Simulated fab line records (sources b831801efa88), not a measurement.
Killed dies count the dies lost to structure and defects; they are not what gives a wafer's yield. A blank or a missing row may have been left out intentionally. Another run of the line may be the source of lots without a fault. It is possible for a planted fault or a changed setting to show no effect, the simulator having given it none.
fab line records	flow sky130
record: lots: 6	wafers: 18	last_day: 49
route steps=708 shown VIA3@575
lots with no fault: from the same line, run without faults
start_h: hours from the record's opening day to when the first of the lot's shown wafers began	wait_h: hours since the lot's step before	" repeats the value in the row above	L1.1+2: a row that stands for several wafers	- no value, or no start was given	* or withheld: withheld	< > ~ a bound
route shown NAME@n: names a module that has steps shown in the file, with the first one's number in the route	usual: mean/standard deviation taken from wafers without a fault	same: alike in all rows	chamber/n: place in a boat	sites: each site's reading	_std_site: standard deviation across them	_edge_site: the outer-site mean with the inner-site mean subtracted	radius_mm: for every site, how far away it sits from the centre of the wafer	mask NAME#n: copy n	behind: the last tool/chamber to shape the wafer	hold: why the lot was held/for how many hours/how that ended	device: whichever transistor did not switch (one of n, p or np)	end of line: the tests these same wafers got at the end of their route	a step with no rows: only its recipe	killed: dies lost to structure and defects at the first sort, not the wafer's yield	map: a wafer's dies, x killed, . not, _ none there
set.NAME: the setting as run; set.NAME@STEP: as run at that earlier step	model.NAME: the simulator's own value behind a step, which no gauge read
certain route steps with their lots: each step a table, each wafer a row
services: a tool's chamber out of use, with start hour (start_h, from the record's first day; less than 0 if before it), hours out, and reason
== steps ==
step: SKY_VIA3_CMP_02
recipe: material: SiO2	down_force_psi: 4	platen_rpm: 60	pad_velocity_m_s: 0.94248
usual: motor_current_A: 11.9/1.5
lot.wafer	tool	chamber	start_h	wait_h	motor_current_A
L562.4	cmp-01	3	952.46	0.0	11.5
L562.1	"	2	"	"	12.2
L562.5	"	0	"	"	10.1
L565.3	cmp-02	1	972.43	0.0	9.5
L565.1	"	2	"	"	11.9
L565.2	"	0	"	"	13.8
L568.4	cmp-02	1	994.32	0.1	9.9
L568.3	"	2	"	"	11.6
L568.5	"	3	"	"	12.0
L569.2	cmp-01	2	1003.14	0.0	11.5
L569.4	"	3	"	"	10.9
L569.3	"	0	"	"	10.2
L570.3	cmp-01	1	1005.69	0.0	14.0
L570.1	"	2	"	"	11.8
L570.6	"	2	"	"	12.1
L575.1	cmp-01	1	1042.84	0.1	14.9
L575.4	"	0	"	"	10.3
L575.6	"	2	"	"	12.2
step: SKY_VIA3_BOW_MEAS_03
recipe: mode: bow
usual: VIA3_BOW: 80/7.8
lot.wafer	tool	chamber	start_h	wait_h	VIA3_BOW[um]
L562.1	film_metro-03	-	952.76	0.1	76
L562.4	"	-	"	"	82
L562.5	"	-	"	"	71
L565.1	film_metro-01	-	972.75	0.2	75
L565.2	"	-	"	"	89
L565.3	"	-	"	"	78
L568.3	film_metro-04	-	994.56	0.1	71
L568.4	"	-	"	"	73
L568.5	"	-	"	"	78
L569.2	film_metro-03	-	1003.46	0.3	72
L569.3	"	-	"	"	67
L569.4	"	-	"	"	77
L570.1	film_metro-04	-	1005.99	0.2	75
L570.3	"	-	"	"	67
L570.6	"	-	"	"	76
L575.1	film_metro-03	-	1043.14	0.2	80
L575.4	"	-	"	"	82
L575.6	"	-	"	"	89
step: SKY_VIA3_DEHYDRATE_04
recipe: temp_c: 200	time_s: 60
step: SKY_VIA3_HMDS_05
recipe: prime_time_s: 60	prime_temp_c: 120
step: SKY_VIA3_COAT_06
recipe: resist: BARC	temp_c: withheld	time_s: withheld	spin_rpm: 3000	resist_thk_nm: 60
step: SKY_VIA3_COAT_07
recipe: resist: KrF-thick	spin_rpm: 3000	resist_thk_nm: 450
step: SKY_VIA3_SOFTBAKE_08
recipe: temp_c: 99.34	time_s: 90	resist: KrF-thick
step: SKY_VIA3_EXPOSE_09
recipe: mask_id: VIM3	na: 0.8	source_shape: annular	sigma_inner: 0.55	sigma_outer: 0.85	target_cd_nm: 200	dose_mj: 38
step: SKY_VIA3_PEB_10
recipe: peb_temp_c: withheld	peb_time_s: withheld	resist: KrF-thick
step: SKY_VIA3_DEVELOP_11
recipe: develop_time_s: 60	resist: KrF-thick	dev_temp_c: 21
step: SKY_VIA3_CD_MEAS_12
recipe: target_cd_nm: 200
usual: cd_nm: 200.2/1.6
lot.wafer	tool	chamber	start_h	wait_h	cd_nm
L562.1	cd_sem-02	-	976.87	-	198.8
L562.4	"	-	"	"	199.7
L562.5	"	-	"	"	198.7
L565.1	cd_sem-01	-	996.02	-	201.7
L565.2	"	-	"	"	200.8
L565.3	"	-	"	"	202.6
L568.3	cd_sem-02	-	1017.07	-	197.6
L568.4	"	-	"	"	199.0
L568.5	"	-	"	"	198.4
L569.2	cd_sem-01	-	1026.39	-	200.9
L569.3	"	-	"	"	200.5
L569.4	"	-	"	"	200.1
L570.1	cd_sem-01	-	1028.37	-	197.1
L570.3	"	-	"	"	196.2
L570.6	"	-	"	"	197.1
L575.1	cd_sem-01	-	1064.70	-	200.6
L575.4	"	-	"	"	201.5
L575.6	"	-	"	"	200.8
step: SKY_VIA3_OVL_MEAS_13
usual: VIA3_OVL: 2/5.2
lot.wafer	tool	chamber	start_h	wait_h	VIA3_OVL[nm]
L562.1	overlay-01	-	976.99	0.1	1
L562.4	"	-	"	"	-2
L562.5	"	-	"	"	9
L565.1	overlay-02	-	996.14	0.1	-3
L565.2	"	-	"	"	1
L565.3	"	-	"	"	4
L568.3	overlay-02	-	1017.16	0.1	4
L568.4	"	-	"	"	3
L568.5	"	-	"	"	1
L569.2	overlay-01	-	1026.49	0.1	-8
L569.3	"	-	"	"	-4
L569.4	"	-	"	"	-10
L570.1	overlay-02	-	1028.49	0.1	2
L570.3	"	-	"	"	7
L570.6	"	-	"	"	7
L575.1	overlay-01	-	1064.82	0.1	11
L575.4	"	-	"	"	13
L575.6	"	-	"	"	5
step: SKY_VIA3_ETCH_14
recipe: chemistry: N2/H2	target: BARC	ion_energy_ev: 200	source_w: 500	bias_w: 100	pressure_mtorr: 30	n2_flow_sccm: 100	h2_flow_sccm: 200	stop_on: SiO2	time_s: 45.9	target_depth_a: 600
usual: chamber_pressure_mTorr: 30.001/0.029	drypump_motor_current_A: 5.8/0.44	oes_product_au: 0.855/0.0047	run_length_s: 74.2/0.43	throttle_valve_pct: 13.224/0.0098
lot.wafer	tool	chamber	start_h	wait_h	chamber_pressure_mTorr	drypump_motor_current_A	oes_product_au	rf_hours_counter_h	run_length_s	throttle_valve_pct	model.KrF-thick_of_VIA3_COAT_07.thk_nm	model.etch.depth_nm	model.VIA3.cd_nm
L562.1	rie_diel-01	2	977.03	0.0	30.011	4.8	0.852	22	74.5	13.222	392.6	60.32	198.8
L562.4	"	2	"	"	29.984	4.9	0.855	-	75.3	13.221	393.1	60.21	199.8
L562.5	"	1	"	"	29.985	6.2	0.854	-	74.0	13.223	392.3	60.24	198.1
L565.1	rie_diel-03	3	996.18	0.0	30.015	5.7	0.854	16	73.8	13.243	395	60.01	202.8
L565.2	"	0	"	"	30.028	6.1	0.853	17	74.3	13.241	394.9	60.06	202.4
L565.3	"	1	"	"	30.016	5.9	0.855	17	75.1	13.233	395.5	60.08	202.6
L568.3	rie_diel-01	3	1017.18	0.0	30.032	6.1	0.992	17	57.2	13.234	408.1	49.41	195
L568.4	"	2	"	"	30.010	4.8	0.992	-	58.0	13.226	407.7	49.12	196.8
L568.5	"	1	"	"	30.016	6.2	1.010	-	57.3	13.220	405.8	50.68	195.2
L569.2	rie_diel-01	1	1026.52	0.0	30.031	6.2	1.001	30	57.9	13.230	408.1	50.73	197.3
L569.3	"	3	"	"	29.930	6.2	0.998	18	57.5	13.251	410	49.78	197.2
L569.4	"	3	"	"	29.980	6.2	0.994	-	57.5	13.218	410	49.58	196.7
L570.1	rie_diel-02	0	1028.53	0.0	29.994	5.6	0.859	9	74.2	13.201	391.5	60.1	197.1
L570.3	"	3	"	"	29.998	5.5	0.860	14	73.7	13.229	393.8	60.23	197.4
L570.6	"	3	"	"	29.980	5.5	0.854	-	73.7	13.226	393.5	60.11	198.5
L575.1	rie_diel-03	3	1064.86	0.0	30.005	5.7	0.852	19	73.8	13.215	394	60.38	201.6
L575.4	"	3	"	"	29.957	5.7	0.859	-	74.1	13.221	393.5	60.28	202.4
L575.6	"	1	"	"	30.023	5.9	0.848	-	74.8	13.229	392.6	60.22	200.1
step: SKY_VIA3_ETCH_15
recipe: target: SiO2	chemistry: C4F8/O2/Ar	target_depth_nm: 507	stop_on: TiN	mask_material: KrF-thick	source_w: 1500	bias_w: 1200	pressure_mtorr: 40	c4f8_flow_sccm: withheld	O2_flow_sccm: 6	Ar_flow_sccm: 300	time_s: 78
usual: chamber_pressure_mTorr: 40.00/0.053	oes_product_au: 0.946/0.0046	run_length_s: 106.4/0.47
lot.wafer	tool	chamber	start_h	wait_h	chamber_pressure_mTorr	oes_product_au	rf_hours_counter_h	run_length_s	model.KrF-thick_of_VIA3_COAT_07.thk_nm
L562.1	rie_diel-01	2	977.07	0.0	40.01	0.942	22	106.7	291.8
L562.4	"	2	"	"	40.01	0.947	-	106.7	293.3
L562.5	"	1	"	"	39.93	0.949	-	106.5	290.5
L565.1	rie_diel-03	3	996.22	0.0	40.02	0.946	16	106.2	294.6
L565.2	"	0	"	"	40.04	0.943	17	106.1	291.9
L565.3	"	1	"	"	40.01	0.940	17	107.1	293.7
L568.3	rie_diel-01	3	1017.22	0.0	40.02	0.459	17	105.9	307
L568.4	"	2	"	"	39.96	0.463	-	107.3	307.9
L568.5	"	1	"	"	40.04	0.579	-	105.8	302.7
L569.2	rie_diel-01	1	1026.56	0.0	39.99	0.558	30	106.1	305.2
L569.3	"	3	"	"	39.99	0.503	18	105.9	310.1
L569.4	"	3	"	"	40.02	0.492	-	105.8	310.5
L570.1	rie_diel-02	0	1028.57	0.0	40.02	0.941	9	107.2	288.3
L570.3	"	3	"	"	40.02	0.944	14	106.4	294.4
L570.6	"	3	"	"	39.96	0.942	-	106.0	294.3
L575.1	rie_diel-03	3	1064.90	0.0	40.03	0.949	19	105.9	294.7
L575.4	"	3	"	"	40.00	0.942	-	106.2	293.5
L575.6	"	1	"	"	40.02	0.943	-	107.0	290.7
step: SKY_VIA3_STRIP_16
recipe: chemistry: O2/N2	power_w: 1400	pressure_mtorr: 1500	platen_temp_c: withheld	o2_flow_sccm: 3000	n2_flow_sccm: 300	overash_fraction: 0.5
usual: chamber_pressure_mTorr: 1500.0/1.2	drypump_motor_current_A: 5.7/0.38	oes_product_au: 0.402/0.0049	strip_time_to_endpoint_s: 4.143/0.027
lot.wafer	tool	chamber	start_h	wait_h	chamber_pressure_mTorr	drypump_motor_current_A	oes_product_au	rf_hours_counter_h	strip_time_to_endpoint_s
L562.1	plasma_asher-02	1	977.13	0.0	1499.7	5.4	0.400	53	4.133
L562.4	"	0	"	"	1499.5	5.3	0.411	-	4.154
L562.5	"	0	"	"	1500.3	5.3	0.404	-	4.115
L565.1	plasma_asher-01	1	996.28	0.0	1499.9	6.2	0.393	119	4.158
L565.2	"	0	"	"	1498.3	5.4	0.407	119	4.130
L565.3	"	1	"	"	1498.7	6.2	0.399	-	4.157
L568.3	plasma_asher-01	1	1017.32	0.1	1499.7	6.3	0.411	-	4.296
L568.4	"	0	"	"	1499.5	5.5	0.408	-	4.311
L568.5	"	0	"	"	1499.6	5.4	0.404	-	4.256
L569.2	plasma_asher-01	1	1026.62	0.0	1498.6	6.2	0.405	122	4.271
L569.3	"	0	"	"	1499.8	5.4	0.408	-	4.333
L569.4	"	1	"	"	1500.5	6.2	0.418	-	4.343
L570.1	plasma_asher-04	1	1028.63	0.0	1499.5	6.1	0.398	29	4.101
L570.3	"	1	"	"	1497.8	6.1	0.403	-	4.163
L570.6	"	0	"	"	1499.8	5.6	0.412	-	4.169
L575.1	plasma_asher-01	0	1064.96	0.0	1499.9	5.4	0.398	0	4.157
L575.4	"	1	"	"	1500.3	6.2	0.409	-	4.146
L575.6	"	1	"	"	1498.0	6.2	0.403	-	4.134
step: SKY_VIA3_STRIP_17
recipe: chemistry: post_etch_residue_remover	time_s: 1200	temp_c: 72.5
== services ==
tool	chamber	start_h	hours	kind
plasma_asher-02	-	931.53	2.7	repair
plasma_asher-02	-	935.02	3.1	repair
cmp-02	-	936.03	0.7	repair
plasma_asher-04	-	953.76	2.8	pm
plasma_asher-01	-	961.07	1.9	repair
rie_diel-01	3	966.64	46.5	repair
rie_diel-03	2	976.40	111.1	repair
rie_diel-01	-	993.07	14.6	pm
plasma_asher-02	-	994.19	0.8	repair
rie_diel-02	-	1001.26	2.8	pm
rie_diel-01	0	1014.53	-	clean
rie_diel-01	0	1014.53	15.7	scheduled_down
rie_diel-01	0	1014.53	15.7	vent_cycle
rie_diel-01	-	1027.35	0.9	repair
rie_diel-01	1	1035.40	-	clean
rie_diel-01	1	1035.40	17.6	scheduled_down
rie_diel-01	1	1035.40	17.6	vent_cycle
cmp-01	-	1049.54	2.5	repair
cmp-02	-	1050.85	4.0	repair
plasma_asher-01	-	1055.25	9.0	pm
plasma_asher-01	0	1055.25	9.0	vent_cycle
plasma_asher-01	1	1055.25	9.0	vent_cycle
cmp-02	-	1055.54	0.9	repair
plasma_asher-01	0	1064.25	-	clean
== key ==
first_sign: step: SKY_VIA3_ETCH_14	reading: run_length_s	direction: down	sigmas: 39	usual: *	struck: *
effect: step: SKY_VIA3_ETCH_14	reading: oes_product_au	direction: up	sigmas: 30	usual: 0.855	struck: 0.998
effect: step: SKY_VIA3_ETCH_15	reading: oes_product_au	direction: down	sigmas: 95	usual: 0.946	struck: 0.509
effect: step: SKY_VIA3_STRIP_16	reading: strip_time_to_endpoint_s	direction: up	sigmas: 5.9	usual: *	struck: *
model_effect: step: SKY_VIA3_ETCH_14	value: KrF-thick_of_VIA3_COAT_07.thk_nm	without: 392.8	struck: 408.3
model_effect: step: SKY_VIA3_ETCH_15	value: KrF-thick_of_VIA3_COAT_07.thk_nm	without: 291.7	struck: 307.2
met_at SKY_VIA3_ETCH_14
struck_wafers L568.3,L568.4,L568.5,L569.2,L569.3,L569.4
later_rows_left_out L568.3,L568.4,L568.5,L569.2,L569.3,L569.4
sort_left_out L568.3,L568.4,L568.5,L569.2,L569.3,L569.4
onset_between 977.03 1017.18
fault: kind: process_parameter_drift	tool: rie_diel-01	chamber: -	onset_h: 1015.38	steps: SKY_VIA3_ETCH_14	channel: time_s	offset: *	shape: step	end_h: 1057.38	acts_in: *	stated: *
sort_left_out: the simulated sort isn't trusted on such a fault, so these wafers' sort isn't shown, and their yield isn't known
later_rows_left_out: the simulator's readings of these wafers behind a module that went badly wrong aren't trusted and aren't shown, but for the sort
